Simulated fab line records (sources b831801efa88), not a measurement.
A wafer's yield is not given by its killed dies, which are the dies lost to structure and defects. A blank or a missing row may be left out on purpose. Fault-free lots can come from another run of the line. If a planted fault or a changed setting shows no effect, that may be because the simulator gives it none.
What tool caused it? / flow gf180mcu / 36 wafers from 12 lots sampled at 5 of the route's 602 steps

WHAT THE GAUGES SHOWED, per wafer
GF_SALICIDE_THK_MEAS_05: measures by xrf. Usual: for SALICIDE_TIN_THK the level is 20.27 nm and the standard deviation is 0.29.
lot=L876; measured=day 15 08:09; on=film metro-02; SALICIDE_TIN_THK (nm)=20.77 20.62 20.92; flag=
lot=L877; measured=day 15 20:43; on=film metro-02; SALICIDE_TIN_THK (nm)=20.22 20.30 20.16; flag=
lot=L878; measured=day 16 04:05; on=film metro-04; SALICIDE_TIN_THK (nm)=20.57 20.49 20.54; flag=
lot=L879; measured=day 16 11:08; on=film metro-02; SALICIDE_TIN_THK (nm)=20.71 20.57 20.92; flag=
lot=L880; measured=day 16 21:29; on=film metro-02; SALICIDE_TIN_THK (nm)=20.24 20.67 20.33; flag=
lot=L884; measured=day 18 12:19; on=film metro-04; SALICIDE_TIN_THK (nm)=20.41 20.37 20.07; flag=
lot=L885; measured=day 18 19:40; on=film metro-01; SALICIDE_TIN_THK (nm)=20.14 20.07 20.06; flag=
lot=L888; measured=day 19 23:41; on=film metro-01; SALICIDE_TIN_THK (nm)=20.55 20.20 20.41; flag=
lot=L890; measured=day 20 17:49; on=film metro-02; SALICIDE_TIN_THK (nm)=20.16 19.91 20.49; flag=
lot=L892; measured=day 21 08:32; on=film metro-02; SALICIDE_TIN_THK (nm)=20.12 20.37 20.46; flag=
lot=L896; measured=day 22 15:44; on=film metro-01; SALICIDE_TIN_THK (nm)=20.03 20.13 19.89; flag=
lot=L898; measured=day 23 10:10; on=film metro-04; SALICIDE_TIN_THK (nm)=20.49 20.51 20.56; flag=

GF_V1_THK_MEAS_03. Usual: for V1_CVD_02_THK the level is 847 nm and the standard deviation is 13.
lot=L876; measured=day 17 08:33; on=film metro-02; V1_CVD_02_THK (nm)=842 846 841; flag=
lot=L877; measured=day 17 21:03; on=film metro-01; V1_CVD_02_THK (nm)=837 839 853; flag=
lot=L878; measured=day 18 06:25; on=film metro-02; V1_CVD_02_THK (nm)=832 839 853; flag=
lot=L879; measured=day 18 13:31; on=film metro-01; V1_CVD_02_THK (nm)=825 846 840; flag=
lot=L880; measured=day 19 00:52; on=film metro-02; V1_CVD_02_THK (nm)=847 857 827; flag=
lot=L884; measured=day 20 15:34; on=film metro-02; V1_CVD_02_THK (nm)=867 833 857; flag=
lot=L885; measured=day 21 00:04; on=film metro-02; V1_CVD_02_THK (nm)=844 851 880; flag=
lot=L888; measured=day 22 01:38; on=film metro-01; V1_CVD_02_THK (nm)=852 857 877; flag=
lot=L890; measured=day 22 20:33; on=film metro-01; V1_CVD_02_THK (nm)=846 840 853; flag=
lot=L892; measured=day 23 10:22; on=film metro-02; V1_CVD_02_THK (nm)=837 624 859; flag=OFF
lot=L896; measured=day 24 16:22; on=film metro-02; V1_CVD_02_THK (nm)=828 626 628; flag=OFF
lot=L898; measured=day 25 09:31; on=film metro-02; V1_CVD_02_THK (nm)=837 826 846; flag=

EACH LOT AND THE TOOL THAT RAN IT (in order: tool; ch and the chambers of the sampled wafers; start)
lot=L876; GF_M1_SPUTTER_00=pvd sputter-04, day 16 08:21; GF_M1_STRIP_17=plasma asher-04 ch 0,1, day 17 07:46; GF_V1_CVD_02=pecvd-02 ch 0,1, day 17 08:29
lot=L877; GF_M1_SPUTTER_00=pvd sputter-03, day 16 20:46; GF_M1_STRIP_17=plasma asher-04 ch 0,1, day 17 20:19; GF_V1_CVD_02=pecvd-01 ch 0,1, day 17 20:58
lot=L878; GF_M1_SPUTTER_00=pvd sputter-03, day 17 06:06; GF_M1_STRIP_17=plasma asher-03 ch 0,1, day 18 05:41; GF_V1_CVD_02=pecvd-04 ch 0,1, day 18 06:20
lot=L879; GF_M1_SPUTTER_00=pvd sputter-03, day 17 12:47; GF_M1_STRIP_17=plasma asher-01 ch 0,1, day 18 12:47; GF_V1_CVD_02=pecvd-01 ch 0,1,2, day 18 13:26
lot=L880; GF_M1_SPUTTER_00=pvd sputter-03, day 17 22:52; GF_M1_STRIP_17=plasma asher-01 ch 0,1, day 19 00:07; GF_V1_CVD_02=pecvd-04 ch 0,2, day 19 00:47
lot=L884; GF_M1_SPUTTER_00=pvd sputter-04, day 19 14:38; GF_M1_STRIP_17=plasma asher-03 ch 0,1, day 20 14:49; GF_V1_CVD_02=pecvd-02 ch 0,1, day 20 15:29
lot=L885; GF_M1_SPUTTER_00=pvd sputter-04, day 19 23:08; GF_M1_STRIP_17=plasma asher-01 ch 0,1, day 20 23:16; GF_V1_CVD_02=pecvd-02 ch 0,2, day 21 00:01
lot=L888; GF_M1_SPUTTER_00=pvd sputter-02, day 21 01:25; GF_M1_STRIP_17=plasma asher-01 ch 0,1, day 22 00:49; GF_V1_CVD_02=pecvd-02 ch 1,2, day 22 01:32
lot=L890; GF_M1_SPUTTER_00=pvd sputter-03, day 21 19:59; GF_M1_STRIP_17=plasma asher-03 ch 0,1, day 22 19:28; GF_V1_CVD_02=pecvd-04 ch 0,1,2, day 22 20:29
lot=L892; GF_M1_SPUTTER_00=pvd sputter-02, day 22 10:26; GF_M1_STRIP_17=plasma asher-01 ch 0,1, day 23 09:37; GF_V1_CVD_02=pecvd-04 ch 0,1,2, day 23 10:17
lot=L896; GF_M1_SPUTTER_00=pvd sputter-04, day 23 16:44; GF_M1_STRIP_17=plasma asher-03 ch 0,1, day 24 15:33; GF_V1_CVD_02=pecvd-04 ch 0,1,2, day 24 16:17
lot=L898; GF_M1_SPUTTER_00=pvd sputter-04, day 24 10:28; GF_M1_STRIP_17=plasma asher-04 ch 0,1, day 25 08:46; GF_V1_CVD_02=pecvd-01 ch 0,1, day 25 09:26
- GF_M1_SPUTTER_00: material Ti, target thk 37.5 nm, time 150 s.
- GF_M1_STRIP_17: strips in O2/N2.
- GF_V1_CVD_02: deposits SiO2 from TEOS, target thk 850 nm, time 94.851 s.

WHAT THE TOOLS THEMSELVES READ (means of the sampled wafers that have a number; where no wafer has one, the mark that the record gives instead)
GF_M1_SPUTTER_00. Usual: throttle valve pct 30.0 %, standard deviation 1.
lot=L876; tool=pvd sputter-04; throttle valve pct (%)=30.0; flag=
lot=L877; tool=pvd sputter-03; throttle valve pct (%)=30.3; flag=
lot=L878; tool=pvd sputter-03; throttle valve pct (%)=30.4; flag=
lot=L879; tool=pvd sputter-03; throttle valve pct (%)=30.4; flag=
lot=L880; tool=pvd sputter-03; throttle valve pct (%)=30.0; flag=
lot=L884; tool=pvd sputter-04; throttle valve pct (%)=29.7; flag=
lot=L885; tool=pvd sputter-04; throttle valve pct (%)=30.7; flag=
lot=L888; tool=pvd sputter-02; throttle valve pct (%)=29.1; flag=
lot=L890; tool=pvd sputter-03; throttle valve pct (%)=30.0; flag=
lot=L892; tool=pvd sputter-02; throttle valve pct (%)=28.3; flag=
lot=L896; tool=pvd sputter-04; throttle valve pct (%)=30.4; flag=
lot=L898; tool=pvd sputter-04; throttle valve pct (%)=30.7; flag=

GF_M1_STRIP_17. Usual: drypump motor current A 5.6 A, standard deviation 0.45; heater power w 329 W, standard deviation 28; oes product au 0.559 a.u., standard deviation 0.005; strip time to endpoint s 7.89 s, standard deviation 0.055.
lot=L876; tool=plasma asher-04; drypump motor current A (A)=5.3; heater power w (W)=356; oes product au (a.u.)=0.556; strip time to endpoint s (s)=7.90; flag=
lot=L877; tool=plasma asher-04; drypump motor current A (A)=5.3; heater power w (W)=356; oes product au (a.u.)=0.556; strip time to endpoint s (s)=7.79; flag=
lot=L878; tool=plasma asher-03; drypump motor current A (A)=6.0; heater power w (W)=311; oes product au (a.u.)=0.560; strip time to endpoint s (s)=7.89; flag=
lot=L879; tool=plasma asher-01; drypump motor current A (A)=5.8; heater power w (W)=343; oes product au (a.u.)=0.562; strip time to endpoint s (s)=7.93; flag=
lot=L880; tool=plasma asher-01; drypump motor current A (A)=5.7; heater power w (W)=342; oes product au (a.u.)=0.560; strip time to endpoint s (s)=7.85; flag=
lot=L884; tool=plasma asher-03; drypump motor current A (A)=5.6; heater power w (W)=298; oes product au (a.u.)=0.561; strip time to endpoint s (s)=7.94; flag=
lot=L885; tool=plasma asher-01; drypump motor current A (A)=5.7; heater power w (W)=347; oes product au (a.u.)=0.556; strip time to endpoint s (s)=7.84; flag=
lot=L888; tool=plasma asher-01; drypump motor current A (A)=5.7; heater power w (W)=343; oes product au (a.u.)=0.555; strip time to endpoint s (s)=7.84; flag=
lot=L890; tool=plasma asher-03; drypump motor current A (A)=5.6; heater power w (W)=299; oes product au (a.u.)=0.558; strip time to endpoint s (s)=7.86; flag=
lot=L892; tool=plasma asher-01; drypump motor current A (A)=5.7; heater power w (W)=349; oes product au (a.u.)=0.556; strip time to endpoint s (s)=7.93; flag=
lot=L896; tool=plasma asher-03; drypump motor current A (A)=5.6; heater power w (W)=298; oes product au (a.u.)=0.561; strip time to endpoint s (s)=7.85; flag=
lot=L898; tool=plasma asher-04; drypump motor current A (A)=5.2; heater power w (W)=332; oes product au (a.u.)=0.561; strip time to endpoint s (s)=7.88; flag=

GF_V1_CVD_02. Usual: heater power w 670 W, standard deviation 87.
lot=L876; tool=pecvd-02; heater power w (W)=606; flag=
lot=L877; tool=pecvd-01; heater power w (W)=726; flag=
lot=L878; tool=pecvd-04; heater power w (W)=720; flag=
lot=L879; tool=pecvd-01; heater power w (W)=684; flag=
lot=L880; tool=pecvd-04; heater power w (W)=823; flag=
lot=L884; tool=pecvd-02; heater power w (W)=610; flag=
lot=L885; tool=pecvd-02; heater power w (W)=633; flag=
lot=L888; tool=pecvd-02; heater power w (W)=571; flag=
lot=L890; tool=pecvd-04; heater power w (W)=718; flag=
lot=L892; tool=pecvd-04; heater power w (W)=736; flag=
lot=L896; tool=pecvd-04; heater power w (W)=757; flag=
lot=L898; tool=pecvd-01; heater power w (W)=704; flag=

THE ANSWER, worked out from the rows above alone
Rule: take the mean of a lot's wafers that have a number; if it is more than 3 standard deviations from the usual mean, the lot is off. A lot without any number at a reading at which 4 lots or more have one is off too. The other lots that the step has rows for count as sound. The gauges are gone through in route order, then the tools' own readings, and for those a lot's mean is taken as printed above. At the first step where some lot is off, the reading lying furthest off is the one used; lots without a number count as furthest.
Off: L892, L896, seen at GF_V1_THK_MEAS_03 (V1_CVD_02_THK).
A tool fits if, at a process step before that reading, it ran every lot that is off, and no sound lot after the first of them. Gauges at GF_V1_THK_MEAS_03: tried the same way as those tools. One fits: GF_V1_CVD_02 on pecvd-04. Its last sound lot is L890 (day 22 20:29), its first lot that is off L892 (day 23 10:17): a fault that began between those two fits.

WHAT THE SIMULATOR HAD INSERTED
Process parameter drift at GF_V1_CVD_02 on pecvd-04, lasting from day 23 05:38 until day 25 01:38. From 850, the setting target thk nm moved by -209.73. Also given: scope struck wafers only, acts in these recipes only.
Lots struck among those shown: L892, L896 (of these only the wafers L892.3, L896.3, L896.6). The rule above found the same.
